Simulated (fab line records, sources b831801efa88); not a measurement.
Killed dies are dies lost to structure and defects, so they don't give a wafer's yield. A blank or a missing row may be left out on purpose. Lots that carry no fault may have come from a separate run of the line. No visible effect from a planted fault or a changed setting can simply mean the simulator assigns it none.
Code-filled problem report in 8D (eight disciplines) form + flow gf180mcu + the parts of the form that need people (team, actions taken, sign-off) are left out

## 1. WHAT IS WRONG
Wafers free of any fault read 417.5 ohm/sq (standard deviation 0.91) for HV_LDD_RS at GF_HV_LDD_RS_MEAS_53, against a mean of 427.8 ohm/sq on 6 wafers of 2 lots. Relative to the usual mean, that is a shift of +11 standard deviations.
The step: measures by four-point-probe.
Earliest sighting: wafer L642.2 on film_metro-01 at day 15 21:40. The record has a number at this step for 42 wafers belonging to 14 lots. By rule, "out" or "out of limits" means more than 4 standard deviations away from the usual mean. All remaining wafers that have a number are taken as sound.

## 2. WHAT THIS IS AND IS NOT
| question                    | is                           | is not                                                                                       |
|-----------------------------|------------------------------|----------------------------------------------------------------------------------------------|
| which readings at this step | HV_LDD_RS                    | -                                                                                            |
| which lots                  | L642, L644                   | L632, L633, L634, L635, L636, L640, L641, L643, L647, L649, L650, L654                       |
| which wafers of those lots  | all that have a number       | -                                                                                            |
| read on which gauges        | film_metro-01, film_metro-04 | film_metro-02                                                                                |
| when                        | from day 15 21:40            | up to then (21 sound wafers); but 15 sound wafers of L643, L647, L649, L650, L654 came after |

## 3. WHAT RULES OUT EACH SUSPECT
Counting: any tool at a process step up to the reading is kept as a suspect provided that every lot that is out went through it and no sound lot did after the first of them.
- the gauge at GF_HV_LDD_RS_MEAS_53: ruled out. 2 gauges (film_metro-01, film_metro-04) read the wafers that are out.
- implanter-01 at GF_HV_LDD_IMPLANT_09: ruled out as a lasting fault. Following L642 (day 13 04:37), the first lot on it that is out, the sound lots L654 were run on it.
Left after counting: nothing in the record.

## 4. THE CAUSE (what the simulator had put in)
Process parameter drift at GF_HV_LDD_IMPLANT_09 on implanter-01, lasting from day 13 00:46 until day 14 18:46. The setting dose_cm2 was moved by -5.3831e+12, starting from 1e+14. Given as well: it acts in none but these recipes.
It was ruled out by counting, in error; the rule expects a fault to strike all lots run on its tool from its start on, and this fault did not.

## 5. THE CHAIN OF EFFECTS, in route order
Each row: a reading whose mean over the struck wafers that have a number lies more than 3 standard deviations from the usual. Scope: only readings with a usual standard deviation given in the record; hours: median across lots of the time from each lot's start at the first step in this table that gives one to its start at this step; sigmas: change in usual standard deviations.
| hours | step                 | reading       | usual        | on struck wafers | change      | sigmas |
|-------|----------------------|---------------|--------------|------------------|-------------|--------|
| 0     | GF_HV_LDD_IMPLANT_09 | dose_ions_cm2 | 1.0002e+14   | 9.4620e+13       | -5.4000e+12 | -54    |
| 65    | GF_HV_LDD_RS_MEAS_53 | HV_LDD_RS     | 417.5 ohm/sq | 427.8            | +10.3       | +11    |
Its process steps:
- GF_HV_LDD_IMPLANT_09

## 6. HOW IT WOULD HAVE BEEN CAUGHT EARLIER
The first out-of-limits reading at a measuring or inspecting step in this record came at day 15 21:40, 69 hours after the fault's start at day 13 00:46.
Tool's own readings at GF_HV_LDD_IMPLANT_09, dose_ions_cm2: out on all struck wafers the step has rows for; an alarm limit on them would have tripped on the first.
